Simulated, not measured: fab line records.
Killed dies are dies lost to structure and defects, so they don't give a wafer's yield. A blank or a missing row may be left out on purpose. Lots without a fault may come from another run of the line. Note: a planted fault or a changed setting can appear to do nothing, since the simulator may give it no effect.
Which tool is to blame? / flow sfq line / 15 lots with 45 wafers sampled at 4 steps, on a route of 325 steps

== WHAT THE GAUGES SHOWED, per wafer ==
SFQ_R5_RS_MEAS_933: uses a four-point probe to measure. Usual: for R5_MONX_RS the level is 7.09 ohm/sq and the standard deviation is 0.088.
lot=L476; measured=day 56 03:11; on=film metro-02; R5_MONX_RS (ohm/sq)=7.16 7.29 7.18; flag=
lot=L479; measured=day 57 10:01; on=film metro-02; R5_MONX_RS (ohm/sq)=7.09 7.09 7.18; flag=
lot=L480; measured=day 57 20:44; on=film metro-02; R5_MONX_RS (ohm/sq)=7.01 6.94 6.98; flag=
lot=L481; measured=day 63 08:00; on=film metro-03; R5_MONX_RS (ohm/sq)=7.15 7.09 7.06; flag=
lot=L482; measured=day 63 11:01; on=film metro-03; R5_MONX_RS (ohm/sq)=7.18 7.21 7.19; flag=
lot=L483; measured=day 64 02:01; on=film metro-02; R5_MONX_RS (ohm/sq)=6.99 6.98 6.97; flag=
lot=L485; measured=day 64 20:00; on=film metro-02; R5_MONX_RS (ohm/sq)=6.84 6.89 6.89; flag=
lot=L492; measured=day 71 02:46; on=film metro-02; R5_MONX_RS (ohm/sq)=7.09 7.04 7.09; flag=
lot=L493; measured=day 71 06:22; on=film metro-03; R5_MONX_RS (ohm/sq)=7.08 7.01 7.10; flag=
lot=L494; measured=day 71 13:56; on=film metro-02; R5_MONX_RS (ohm/sq)=7.21 7.22 7.31; flag=
lot=L495; measured=day 71 18:23; on=film metro-01; R5_MONX_RS (ohm/sq)=7.19 7.21 7.11; flag=
lot=L496; measured=day 71 21:58; on=film metro-02; R5_MONX_RS (ohm/sq)=7.06 7.01 7.09; flag=
lot=L497; measured=day 72 01:33; on=film metro-03; R5_MONX_RS (ohm/sq)=7.12 7.09 7.11; flag=
lot=L498; measured=day 72 04:34; on=film metro-01; R5_MONX_RS (ohm/sq)=7.06 6.96 6.97; flag=
lot=L499; measured=day 73 08:37; on=film metro-02; R5_MONX_RS (ohm/sq)=7.12 7.23 7.21; flag=

== WHICH TOOL RAN EACH LOT (tool, then ch and the chambers of the sampled wafers, then the start) ==
lot=L476; SFQ_TRILAYER_JJ_TRILAYER_DEP_SPUTTER_110=pvd sputter-03, day 49 19:26; SFQ_TRILAYER_A5B_DEP_PECVD_129=pecvd-01 ch 0,1, day 55 22:46; SFQ_TRILAYER_A5B_METRO_MEASURE_131=film metro-01, day 56 02:04
lot=L479; SFQ_TRILAYER_JJ_TRILAYER_DEP_SPUTTER_110=pvd sputter-05, day 50 17:46; SFQ_TRILAYER_A5B_DEP_PECVD_129=pecvd-02 ch 0,1,2, day 57 04:54; SFQ_TRILAYER_A5B_METRO_MEASURE_131=film metro-04, day 57 08:43
lot=L480; SFQ_TRILAYER_JJ_TRILAYER_DEP_SPUTTER_110=pvd sputter-06, day 50 23:46; SFQ_TRILAYER_A5B_DEP_PECVD_129=pecvd-01 ch 0,1, day 57 10:54; SFQ_TRILAYER_A5B_METRO_MEASURE_131=film metro-01, day 57 19:26
lot=L481; SFQ_TRILAYER_JJ_TRILAYER_DEP_SPUTTER_110=pvd sputter-03, day 57 08:07; SFQ_TRILAYER_A5B_DEP_PECVD_129=pecvd-01 ch 0,2, day 63 03:37; SFQ_TRILAYER_A5B_METRO_MEASURE_131=film metro-01, day 63 06:43
lot=L482; SFQ_TRILAYER_JJ_TRILAYER_DEP_SPUTTER_110=pvd sputter-05, day 57 10:32; SFQ_TRILAYER_A5B_DEP_PECVD_129=pecvd-03 ch 0,1, day 63 06:01; SFQ_TRILAYER_A5B_METRO_MEASURE_131=film metro-01, day 63 09:55
lot=L483; SFQ_TRILAYER_JJ_TRILAYER_DEP_SPUTTER_110=pvd sputter-03, day 57 18:41; SFQ_TRILAYER_A5B_DEP_PECVD_129=pecvd-03 ch 0,1, day 63 17:17; SFQ_TRILAYER_A5B_METRO_MEASURE_131=film metro-01, day 64 00:55
lot=L485; SFQ_TRILAYER_JJ_TRILAYER_DEP_SPUTTER_110=pvd sputter-06, day 58 14:00; SFQ_TRILAYER_A5B_DEP_PECVD_129=pecvd-01 ch 1,2, day 64 07:13; SFQ_TRILAYER_A5B_METRO_MEASURE_131=film metro-01, day 64 18:43
lot=L492; SFQ_TRILAYER_JJ_TRILAYER_DEP_SPUTTER_110=pvd sputter-05, day 60 23:36; SFQ_TRILAYER_A5B_DEP_PECVD_129=pecvd-03 ch 0,1,2, day 70 22:22; SFQ_TRILAYER_A5B_METRO_MEASURE_131=film metro-01, day 71 01:39
lot=L493; SFQ_TRILAYER_JJ_TRILAYER_DEP_SPUTTER_110=pvd sputter-03, day 61 03:13; SFQ_TRILAYER_A5B_DEP_PECVD_129=pecvd-02 ch 0,1,2, day 71 01:58; SFQ_TRILAYER_A5B_METRO_MEASURE_131=film metro-01, day 71 05:15
lot=L494; SFQ_TRILAYER_JJ_TRILAYER_DEP_SPUTTER_110=pvd sputter-06, day 61 05:36; SFQ_TRILAYER_A5B_DEP_PECVD_129=pecvd-02 ch 0,1,2, day 71 07:58; SFQ_TRILAYER_A5B_METRO_MEASURE_131=film metro-03, day 71 12:49
lot=L495; SFQ_TRILAYER_JJ_TRILAYER_DEP_SPUTTER_110=pvd sputter-05, day 61 09:12; SFQ_TRILAYER_A5B_DEP_PECVD_129=pecvd-02 ch 1,2, day 71 13:58; SFQ_TRILAYER_A5B_METRO_MEASURE_131=film metro-03, day 71 17:27
lot=L496; SFQ_TRILAYER_JJ_TRILAYER_DEP_SPUTTER_110=pvd sputter-03, day 61 11:37; SFQ_TRILAYER_A5B_DEP_PECVD_129=pecvd-03 ch 0,1,2, day 71 17:34; SFQ_TRILAYER_A5B_METRO_MEASURE_131=film metro-03, day 71 20:51
lot=L497; SFQ_TRILAYER_JJ_TRILAYER_DEP_SPUTTER_110=pvd sputter-06, day 61 16:25; SFQ_TRILAYER_A5B_DEP_PECVD_129=pecvd-01 ch 0,1,2, day 71 21:10; SFQ_TRILAYER_A5B_METRO_MEASURE_131=film metro-01, day 72 00:15
lot=L498; SFQ_TRILAYER_JJ_TRILAYER_DEP_SPUTTER_110=pvd sputter-05, day 61 20:00; SFQ_TRILAYER_A5B_DEP_PECVD_129=pecvd-02 ch 0,1, day 71 22:22; SFQ_TRILAYER_A5B_METRO_MEASURE_131=film metro-03, day 72 03:27
lot=L499; SFQ_TRILAYER_JJ_TRILAYER_DEP_SPUTTER_110=pvd sputter-06, day 63 16:53; SFQ_TRILAYER_A5B_DEP_PECVD_129=pecvd-02 ch 0,2, day 73 04:14; SFQ_TRILAYER_A5B_METRO_MEASURE_131=film metro-03, day 73 07:20
- SFQ_TRILAYER_JJ_TRILAYER_DEP_SPUTTER_110: material Al, target thk 8 nm, time 10 s.
- SFQ_TRILAYER_A5B_DEP_PECVD_129: deposits SiO2 from SiH4/N2O, time 133.33 s, target thk 600 nm.
- SFQ_TRILAYER_A5B_METRO_MEASURE_131

== AS READ BY THE TOOLS THEMSELVES (means over the sampled wafers that have a number; for cases with no such wafer, the mark the record gives instead) ==
SFQ_TRILAYER_JJ_TRILAYER_DEP_SPUTTER_110. Usual: base pressure pa 1.32e-06 Pa, standard deviation 9.5e-08; throttle valve pct 30.0 %, standard deviation 1.2.
lot=L476; tool=pvd sputter-03; base pressure pa (Pa)=1.32e-06; throttle valve pct (%)=28.8; flag=
lot=L479; tool=pvd sputter-05; base pressure pa (Pa)=1.31e-06; throttle valve pct (%)=31.1; flag=
lot=L480; tool=pvd sputter-06; base pressure pa (Pa)=1.33e-06; throttle valve pct (%)=30.8; flag=
lot=L481; tool=pvd sputter-03; base pressure pa (Pa)=1.32e-06; throttle valve pct (%)=28.6; flag=
lot=L482; tool=pvd sputter-05; base pressure pa (Pa)=1.40e-06; throttle valve pct (%)=30.5; flag=
lot=L483; tool=pvd sputter-03; base pressure pa (Pa)=1.36e-06; throttle valve pct (%)=29.2; flag=
lot=L485; tool=pvd sputter-06; base pressure pa (Pa)=1.36e-06; throttle valve pct (%)=29.3; flag=
lot=L492; tool=pvd sputter-05; base pressure pa (Pa)=1.33e-06; throttle valve pct (%)=30.8; flag=
lot=L493; tool=pvd sputter-03; base pressure pa (Pa)=1.29e-06; throttle valve pct (%)=29.7; flag=
lot=L494; tool=pvd sputter-06; base pressure pa (Pa)=1.28e-06; throttle valve pct (%)=30.9; flag=
lot=L495; tool=pvd sputter-05; base pressure pa (Pa)=1.27e-06; throttle valve pct (%)=30.8; flag=
lot=L496; tool=pvd sputter-03; base pressure pa (Pa)=1.41e-06; throttle valve pct (%)=28.9; flag=
lot=L497; tool=pvd sputter-06; base pressure pa (Pa)=1.32e-06; throttle valve pct (%)=29.4; flag=
lot=L498; tool=pvd sputter-05; base pressure pa (Pa)=1.21e-06; throttle valve pct (%)=31.1; flag=
lot=L499; tool=pvd sputter-06; base pressure pa (Pa)=1.41e-06; throttle valve pct (%)=30.8; flag=

SFQ_TRILAYER_A5B_DEP_PECVD_129. Usual: chamber pressure Torr 2.401 Torr, standard deviation 0.0052; heater power outer w 27 W, standard deviation 10; heater power w 77 W, standard deviation 16; throttle valve pct 23.9 %, standard deviation 0.88.
lot=L476; tool=pecvd-01; chamber pressure Torr (Torr)=2.397; heater power outer w (W)=15; heater power w (W)=56; throttle valve pct (%)=25.7; flag=
lot=L479; tool=pecvd-02; chamber pressure Torr (Torr)=2.401; heater power outer w (W)=23; heater power w (W)=72; throttle valve pct (%)=22.9; flag=
lot=L480; tool=pecvd-01; chamber pressure Torr (Torr)=2.406; heater power outer w (W)=25; heater power w (W)=72; throttle valve pct (%)=25.5; flag=
lot=L481; tool=pecvd-01; chamber pressure Torr (Torr)=2.404; heater power outer w (W)=30; heater power w (W)=78; throttle valve pct (%)=25.1; flag=
lot=L482; tool=pecvd-03; chamber pressure Torr (Torr)=2.406; heater power outer w (W)=33; heater power w (W)=89; throttle valve pct (%)=23.6; flag=
lot=L483; tool=pecvd-03; chamber pressure Torr (Torr)=2.404; heater power outer w (W)=29; heater power w (W)=84; throttle valve pct (%)=23.7; flag=
lot=L485; tool=pecvd-01; chamber pressure Torr (Torr)=2.400; heater power outer w (W)=12; heater power w (W)=53; throttle valve pct (%)=25.3; flag=
lot=L492; tool=pecvd-03; chamber pressure Torr (Torr)=-; heater power outer w (W)=-; heater power w (W)=-; throttle valve pct (%)=-; flag=OFF
lot=L493; tool=pecvd-02; chamber pressure Torr (Torr)=-; heater power outer w (W)=-; heater power w (W)=-; throttle valve pct (%)=-; flag=OFF
lot=L494; tool=pecvd-02; chamber pressure Torr (Torr)=-; heater power outer w (W)=-; heater power w (W)=-; throttle valve pct (%)=-; flag=OFF
lot=L495; tool=pecvd-02; chamber pressure Torr (Torr)=2.403; heater power outer w (W)=29; heater power w (W)=79; throttle valve pct (%)=23.4; flag=
lot=L496; tool=pecvd-03; chamber pressure Torr (Torr)=2.396; heater power outer w (W)=34; heater power w (W)=90; throttle valve pct (%)=23.8; flag=
lot=L497; tool=pecvd-01; chamber pressure Torr (Torr)=2.401; heater power outer w (W)=21; heater power w (W)=67; throttle valve pct (%)=23.8; flag=
lot=L498; tool=pecvd-02; chamber pressure Torr (Torr)=2.401; heater power outer w (W)=24; heater power w (W)=75; throttle valve pct (%)=24.0; flag=
lot=L499; tool=pecvd-02; chamber pressure Torr (Torr)=2.402; heater power outer w (W)=21; heater power w (W)=69; throttle valve pct (%)=23.6; flag=

== THE ANSWER, worked out from the rows above alone ==
Rule: a lot counts as off when the mean over its wafers that have a number is more than 3 standard deviations away from the usual mean. A lot without any number at a reading at which 4 lots or more have one is off too. All remaining lots with rows at the step are treated as sound. The gauges are gone through in route order, then the tools' own readings, and for those a lot's mean is taken as printed above. At the first step where some lot is off, the reading lying furthest off is the one used; lots without a number count as furthest.
Off, at SFQ_TRILAYER_A5B_DEP_PECVD_129 on chamber pressure Torr: L492, L493, L494. Without a number there: L492, L493, L494.
A tool fits if, at that step or a process step before it, it ran every lot that is off, and no sound lot after the first of them. Of those tried, none fits.

== WHAT THE SIMULATOR HAD INSERTED ==
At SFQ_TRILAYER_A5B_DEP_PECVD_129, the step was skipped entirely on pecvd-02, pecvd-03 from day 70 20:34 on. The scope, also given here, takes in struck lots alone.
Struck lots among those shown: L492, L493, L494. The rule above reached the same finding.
